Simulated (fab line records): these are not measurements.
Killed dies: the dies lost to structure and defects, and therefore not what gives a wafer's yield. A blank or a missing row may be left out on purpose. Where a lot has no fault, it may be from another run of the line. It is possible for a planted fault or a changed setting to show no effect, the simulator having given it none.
Matching of chambers | flow sfq-line | cmp-02 running SFQ_TRILAYER_I0_CMP_CMP_028: 4 sister chambers
The step polishes SiO2. 14 wafers are shown with their chamber, then 7 later ones without.

WAFERS, EACH WITH ITS CHAMBER
wafer  | chamber | motor-current-A (A) | slurry-flow-ml-min | time-to-endpoint-s (s)
L411.4 | 3       | 10.7                | 149.6              | 218
L411.1 | 1       | 9.7                 | 150.0              | 213
L411.5 | 0       | 10.7                | 150.3              | 224
L412.3 | 2       | 8.3                 | 149.4              | 217
L412.4 | 0       | 10.4                | 149.9              | 222
L412.6 | 1       | 10.0                | 149.8              | 208
L413.4 | 2       | 8.0                 | 149.5              | 213
L413.5 | 2       | 8.0                 | 149.2              | 220
L413.6 | 3       | 11.6                | 149.5              | 213
L416.2 | 2       | 8.3                 | 150.0              | 199
L416.3 | 3       | 10.8                | 150.1              | 199
L416.6 | 1       | 9.8                 | 150.1              | 203
L429.3 | 2       | 7.7                 | 149.2              | 207
L429.1 | 1       | 9.8                 | 150.4              | 213

SIGNATURES (means of the wafers above)
reading            | chamber 0 | chamber 1 | chamber 2 | chamber 3 | scatter within a chamber
motor-current-A    | 10.550    | 9.825     | 8.060     | 11.033    | 0.288
slurry-flow-ml-min | 150.100   | 150.075   | 149.460   | 149.733   | 0.301
time-to-endpoint-s | 223.00    | 209.25    | 211.20    | 210.00    | 7.39
Rule: for each reading, subtract the chamber's mean from the wafer's reading, divide by that reading's scatter and square the result; add these up over the readings and take the root, which gives the wafer's distance from the chamber. The wafer belongs to the nearest chamber; if the next one is less than 2 further off, it can't be placed. The scatter: take each reading less its chamber's mean, square it, sum over the shown wafers, divide by the number of wafers less the number of chambers, and take the root.

WAFERS WITHOUT THEIR CHAMBER
wafer  | motor-current-A (A) | slurry-flow-ml-min | time-to-endpoint-s (s)
L429.5 | 11.3                | 150.7              | 211
L430.4 | 9.6                 | 150.1              | 214
L430.2 | 11.3                | 150.3              | 204
L430.6 | 8.2                 | 149.6              | 212
L431.3 | 10.9                | 150.6              | 216
L431.4 | 7.7                 | 149.7              | 209
L431.5 | 10.7                | 150.8              | 219

THE CHAMBER EACH PASSED THROUGH
wafer  | from the rows above          | in truth
L429.5 | can't be placed: 3 or 0      | 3
L430.4 | 1                            | 1
L430.2 | can't be placed: 3 or 0      | 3
L430.6 | 2                            | 2
L431.3 | can't be placed: 0 or 3 or 1 | 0
L431.4 | 2                            | 2
L431.5 | can't be placed: 0 or 3 or 1 | 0
Placed correctly: 3 of 7. Cannot be placed on the basis of these rows: 4; the candidates contain the true chamber in 4. Number placed wrongly: 0.
